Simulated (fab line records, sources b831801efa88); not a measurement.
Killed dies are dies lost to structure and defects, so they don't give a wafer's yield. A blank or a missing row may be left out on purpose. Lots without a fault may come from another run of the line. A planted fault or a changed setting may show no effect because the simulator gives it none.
Chamber matching | flow gf180mcu | GF_MIM_CVD_05 on pecvd-03: 3 sister chambers
The step deposits Si3N4, target thk 42 nm, time 29.086 s. 3 wafers are shown with their chamber, then 7 later ones without.

WAFERS WITH THEIR CHAMBER
wafer  | chamber | heater_power_w (W)
L084.3 | 2       | 843
L089.3 | 0       | 560
L089.4 | 1       | 732

WAFERS WITHOUT THEIR CHAMBER
wafer  | heater_power_w (W)
L089.6 | 568
L093.2 | 789
L093.5 | 813
L093.6 | 795
L096.3 | 819
L096.4 | 583
L096.5 | 726

WHICH CHAMBER EACH WENT THROUGH
wafer  | from the rows above     | in truth
L089.6 | 0                       | 0
L093.2 | can't be placed: 2 or 1 | 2
L093.5 | can't be placed: 2 or 1 | 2
L093.6 | can't be placed: 2 or 1 | 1
L096.3 | can't be placed: 2 or 1 | 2
L096.4 | 0                       | 0
L096.5 | 1                       | 1
Placed correctly: 3 of 7. Can't be placed from these rows: 4 (the true chamber is among the candidates in 4). Placed wrongly: 0.
How it was worked out, from the rows above alone: a wafer's distance from a chamber is the root of the sum, over the readings, of the square of ((its reading less the chamber's mean) divided by the reading's scatter). The wafer belongs to the nearest chamber; if the next one is less than 2 further off, it can't be placed. A chamber's mean is the mean of its shown wafers. The scatter: with one shown wafer a chamber, the root of the mean of the squares of how far each hidden wafer lies from its nearest shown one.
